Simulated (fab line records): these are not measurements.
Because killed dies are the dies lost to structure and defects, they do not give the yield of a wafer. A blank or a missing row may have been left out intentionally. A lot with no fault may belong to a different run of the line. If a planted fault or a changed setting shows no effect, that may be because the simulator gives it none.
Matching of chambers ; flow sky130 ; SKY_LI_CONTACT_CMP_24 on cmp-01: 4 sister chambers
The step polishes, stops on PSG, t overpolish 20 s, target thk 0 nm. 4 wafers are shown with their chamber, then 12 later ones without.

WAFERS, EACH WITH ITS CHAMBER
wafer;chamber;motorCurrentA (A)
L090.1;1;11.1
L092.1;3;13.5
L092.3;0;11.2
L092.6;2;11.0

WAFERS MISSING THEIR CHAMBER
wafer;motorCurrentA (A)
L093.1;11.0
L093.3;11.7
L093.4;11.0
L094.3;13.7
L094.4;10.7
L094.6;13.8
L095.4;10.9
L095.5;13.6
L095.6;11.4
L097.3;10.5
L097.5;10.6
L097.6;13.5

WHICH CHAMBER EACH ONE RAN IN
wafer;from the rows above;in truth
L093.1;can't be placed: 2 or 1 or 0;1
L093.3;can't be placed: 0 or 1 or 2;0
L093.4;can't be placed: 2 or 1 or 0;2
L094.3;3;3
L094.4;can't be placed: 2 or 1 or 0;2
L094.6;3;3
L095.4;can't be placed: 2 or 1 or 0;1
L095.5;3;3
L095.6;can't be placed: 0 or 1 or 2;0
L097.3;can't be placed: 2 or 1 or 0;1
L097.5;can't be placed: 2 or 1 or 0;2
L097.6;3;3
Correct placement for 4 of the 12. From these rows, 8 cannot be placed; in 8 the true chamber is one of the candidates. 0 placed wrongly.
How it was worked out, from the rows above alone: a wafer's distance from a chamber is the root of the sum, over the readings, of the square of ((its reading less the chamber's mean) divided by the reading's scatter). The wafer belongs to the nearest chamber; if the next one is less than 2 further off, it can't be placed. The mean given for a chamber averages the wafers shown for that chamber. The scatter: with one shown wafer a chamber, the root of the mean of the squares of how far each hidden wafer lies from its nearest shown one.
